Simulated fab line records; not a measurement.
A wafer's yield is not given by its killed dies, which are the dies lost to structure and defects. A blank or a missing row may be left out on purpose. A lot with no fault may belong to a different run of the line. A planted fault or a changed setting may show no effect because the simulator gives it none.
Comparing a struck lot with a sound one ; flow sky130 ; 15 out of 708 route steps
Sound: these wafers, L996.1, L996.3, L996.5. Wafers L988.2, L988.3, L988.6 were the ones struck. At the end, the cause is stated.
At each step with rows: each side's tool, then ch and its chambers, then its first start. Under that, the readings that differ: sound wafers ; struck wafers ; difference of the means ; sigmas: that difference in standard deviations of wafers without a fault.
alike: same words and numbers on both sides, and readings whose means sit less than 2 such deviations apart. not compared: any withheld reading, any reading some wafer has no value for, any bound like >300 that may hide the same value, and any number with overlapping values for which the record gives no deviation.
A row with sigmas, a row that says differs or no value, or rows on one side alone: a step with any of these is where the two part. Non-overlapping numbers with no deviation appear without sigmas and do not part them. Lack of a reading on every wafer of one side parts them only where that side has two or more wafers.

first, 5 steps without rows for these wafers: SKY_CAP2M_COAT_07 (resist thk 1140 nm); SKY_CAP2M_SOFTBAKE_08 (time 60 s); SKY_CAP2M_EXPOSE_09 (exposes mask CAP2M, target cd 1000 nm); SKY_CAP2M_PEB_10; SKY_CAP2M_DEVELOP_11 (develop time 60 s).
SKY_CAP2M_OVL_MEAS_12:
  sound on overlay-02, day 46 00:35; struck on overlay-02, day 43 18:18
  alike: CAP2M_OVL
SKY_CAP2M_METAL_ETCH_13: etches TiN in Cl2/BCl3, stops on SiO2, target depth 220 nm, time 62.9 s.
  sound on rie metal-04 ch 1, day 46 00:38; struck on rie metal-04 ch 0,1, day 43 18:20
  alike: drypump motor current A, oes product au, throttle valve pct
  not compared: rf hours counter h
SKY_CAP2M_STRIP_14: strips in O2/N2.
  sound on plasma asher-02 ch 0,1, day 46 00:47; struck on plasma asher-04 ch 0,1, day 43 18:24
reading;sound;struck;difference;sigmas
drypump motor current A (A);6.6 6.1 6.6;5.4 4.8 5.4;-1.2;-2
  alike: n2 flow sccm, oes product au, strip time to endpoint s
  not compared: rf hours counter h
then, 4 steps without rows for these wafers: SKY_CAP2M_STRIP_15 (strips in post etch residue remover, time 1200 s); SKY_CAP2M_CLEAN_16 (cleans in IPA, time 180 s); SKY_CAP2M_CLEAN_17 (cleans in O3/DIW); SKY_METAL4_DEHYDRATE_05 (time 60 s).
SKY_METAL4_HMDS_06: prime time 60 s.
  sound on litho track-04 ch 0, day 46 11:02; struck on litho track-03 ch 0, day 44 04:43
reading;sound;struck;difference;sigmas
prime temp c (C);120.14 120.11 120.04;115.84 116.10 116.07;-4.09;-27
then, 1 step without rows for these wafers: SKY_METAL4_COAT_07 (resist thk 60 nm).
-- the record jumps here: 4 days lie between the struck wafers' starts before and after (it left off in module METAL4 and takes up again in module PAD_OPEN, whose first step shown is number 708 of the route) --
SKY_PAD_OPEN_PROBE_99:
  sound on prober-01, day 50 05:18; struck on prober-01, day 48 07:52
  alike: defect limited yield, killed_at_M0_to_M3, killed_at_M4_up, killed at contacts, killed at front end, killed at other, killed dies, killed open, killed short, sort_bin_3_pad_short, sort_bin_5_function, sort_bin_6_memory, sort n pass, sort yield pct

WHERE THEY PART
Last at SKY_METAL4_HMDS_06 as far as this record goes, first at SKY_CAP2M_STRIP_14. Later steps at which nothing parts them and some readings are alike: SKY_PAD_OPEN_PROBE_99.

WHY: the cause the simulator had injected
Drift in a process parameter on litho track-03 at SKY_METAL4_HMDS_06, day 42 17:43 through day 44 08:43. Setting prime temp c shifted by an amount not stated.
